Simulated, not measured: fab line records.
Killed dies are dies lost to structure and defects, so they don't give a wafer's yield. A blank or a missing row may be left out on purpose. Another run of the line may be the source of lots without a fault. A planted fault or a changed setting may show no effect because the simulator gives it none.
Chamber matching :: flow sky130 :: SKY_FIELD_ISO_ETCH_17 on rie-si-02: 4 sister chambers
The step etches Si in HBr/Cl2/O2, target depth 342 nm, time 97.7 s. 20 wafers are shown with their chamber, then 10 later ones without.

## WAFERS PAIRED WITH THEIR CHAMBERS
wafer: L257.1
chamber: 3
drypump-motor-current-A (A): 6.0
HBr_flow_sccm (sccm): 148.9
oes-product-au (a.u.): 0.982

wafer: L257.4
chamber: 2
drypump-motor-current-A (A): 5.8
HBr_flow_sccm (sccm): 150.0
oes-product-au (a.u.): 0.994

wafer: L257.6
chamber: 3
drypump-motor-current-A (A): 5.9
HBr_flow_sccm (sccm): 148.9
oes-product-au (a.u.): 0.996

wafer: L260.2
chamber: 3
drypump-motor-current-A (A): 6.0
HBr_flow_sccm (sccm): 150.3
oes-product-au (a.u.): 0.989

wafer: L260.3
chamber: 0
drypump-motor-current-A (A): 5.1
HBr_flow_sccm (sccm): 150.0
oes-product-au (a.u.): 0.997

wafer: L260.5
chamber: 2
drypump-motor-current-A (A): 5.8
HBr_flow_sccm (sccm): 149.0
oes-product-au (a.u.): 1.002

wafer: L264.2
chamber: 0
drypump-motor-current-A (A): 5.1
HBr_flow_sccm (sccm): 150.3
oes-product-au (a.u.): 1.001

wafer: L264.3
chamber: 1
drypump-motor-current-A (A): 5.2
HBr_flow_sccm (sccm): 150.0
oes-product-au (a.u.): 0.993

wafer: L264.4
chamber: 2
drypump-motor-current-A (A): 5.8
HBr_flow_sccm (sccm): 149.6
oes-product-au (a.u.): 0.994

wafer: L265.2
chamber: 1
drypump-motor-current-A (A): 5.2
HBr_flow_sccm (sccm): 150.1
oes-product-au (a.u.): 1.007

wafer: L265.3
chamber: 2
drypump-motor-current-A (A): 5.8
HBr_flow_sccm (sccm): 150.1
oes-product-au (a.u.): 0.993

wafer: L265.6
chamber: 1
drypump-motor-current-A (A): 5.2
HBr_flow_sccm (sccm): 150.0
oes-product-au (a.u.): 0.999

wafer: L266.2
chamber: 3
drypump-motor-current-A (A): 6.0
HBr_flow_sccm (sccm): 149.8
oes-product-au (a.u.): 0.997

wafer: L266.3
chamber: 2
drypump-motor-current-A (A): 5.8
HBr_flow_sccm (sccm): 150.0
oes-product-au (a.u.): 0.997

wafer: L266.6
chamber: 3
drypump-motor-current-A (A): 5.9
HBr_flow_sccm (sccm): 149.5
oes-product-au (a.u.): 1.005

wafer: L268.1
chamber: 0
drypump-motor-current-A (A): 5.0
HBr_flow_sccm (sccm): 149.9
oes-product-au (a.u.): 0.993

wafer: L268.5
chamber: 1
drypump-motor-current-A (A): 5.1
HBr_flow_sccm (sccm): 150.6
oes-product-au (a.u.): 1.002

wafer: L268.6
chamber: 2
drypump-motor-current-A (A): 5.8
HBr_flow_sccm (sccm): 150.0
oes-product-au (a.u.): 0.998

wafer: L269.3
chamber: 3
drypump-motor-current-A (A): 5.9
HBr_flow_sccm (sccm): 150.0
oes-product-au (a.u.): 0.985

wafer: L269.4
chamber: 0
drypump-motor-current-A (A): 5.1
HBr_flow_sccm (sccm): 149.8
oes-product-au (a.u.): 0.996

SIGNATURES (averages over the wafers above)
reading: drypump-motor-current-A
chamber 0: 5.075
chamber 1: 5.175
chamber 2: 5.800
chamber 3: 5.950
scatter within a chamber: 0.0433

reading: HBr_flow_sccm
chamber 0: 150.000
chamber 1: 150.175
chamber 2: 149.783
chamber 3: 149.567
scatter within a chamber: 0.429

reading: oes-product-au
chamber 0: 0.99675
chamber 1: 1.00025
chamber 2: 0.99633
chamber 3: 0.99233
scatter within a chamber: 0.00592
Rule: distance of a wafer from a chamber = root of the sum over the readings of ((wafer's reading minus chamber's mean) / reading's scatter) squared. The wafer belongs to the nearest chamber; if the next one is less than 2 further off, it can't be placed. The scatter: take each reading less its chamber's mean, square it, sum over the shown wafers, divide by the number of wafers less the number of chambers, and take the root.

## WAFERS MISSING THEIR CHAMBER
wafer: L269.6
drypump-motor-current-A (A): 5.2
HBr_flow_sccm (sccm): 149.8
oes-product-au (a.u.): 0.987

wafer: L274.2
drypump-motor-current-A (A): 5.1
HBr_flow_sccm (sccm): 150.2
oes-product-au (a.u.): 1.010

wafer: L274.3
drypump-motor-current-A (A): 6.0
HBr_flow_sccm (sccm): 150.3
oes-product-au (a.u.): 0.997

wafer: L274.6
drypump-motor-current-A (A): 6.0
HBr_flow_sccm (sccm): 149.6
oes-product-au (a.u.): 0.995

wafer: L277.1
drypump-motor-current-A (A): 6.0
HBr_flow_sccm (sccm): 150.2
oes-product-au (a.u.): 1.001

wafer: L277.2
drypump-motor-current-A (A): 5.1
HBr_flow_sccm (sccm): 150.8
oes-product-au (a.u.): 1.015

wafer: L277.5
drypump-motor-current-A (A): 5.1
HBr_flow_sccm (sccm): 149.6
oes-product-au (a.u.): 1.013

wafer: L280.2
drypump-motor-current-A (A): 5.1
HBr_flow_sccm (sccm): 150.0
oes-product-au (a.u.): 1.002

wafer: L280.5
drypump-motor-current-A (A): 5.9
HBr_flow_sccm (sccm): 149.9
oes-product-au (a.u.): 1.005

wafer: L280.6
drypump-motor-current-A (A): 5.2
HBr_flow_sccm (sccm): 150.9
oes-product-au (a.u.): 0.997

## WHICH CHAMBER EACH WENT THROUGH
wafer: L269.6
from the rows above: can't be placed: 1 or 0
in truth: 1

wafer: L274.2
from the rows above: can't be placed: 0 or 1
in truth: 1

wafer: L274.3
from the rows above: 3
in truth: 3

wafer: L274.6
from the rows above: 3
in truth: 3

wafer: L277.1
from the rows above: 3
in truth: 3

wafer: L277.2
from the rows above: can't be placed: 1 or 0
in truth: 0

wafer: L277.5
from the rows above: can't be placed: 0 or 1
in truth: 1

wafer: L280.2
from the rows above: can't be placed: 0 or 1
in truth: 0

wafer: L280.5
from the rows above: can't be placed: 3 or 2
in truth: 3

wafer: L280.6
from the rows above: can't be placed: 1 or 0
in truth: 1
Correctly placed: 3 of 10. From these rows, 7 cannot be placed; in 7 the true chamber is one of the candidates. Number placed wrongly: 0.
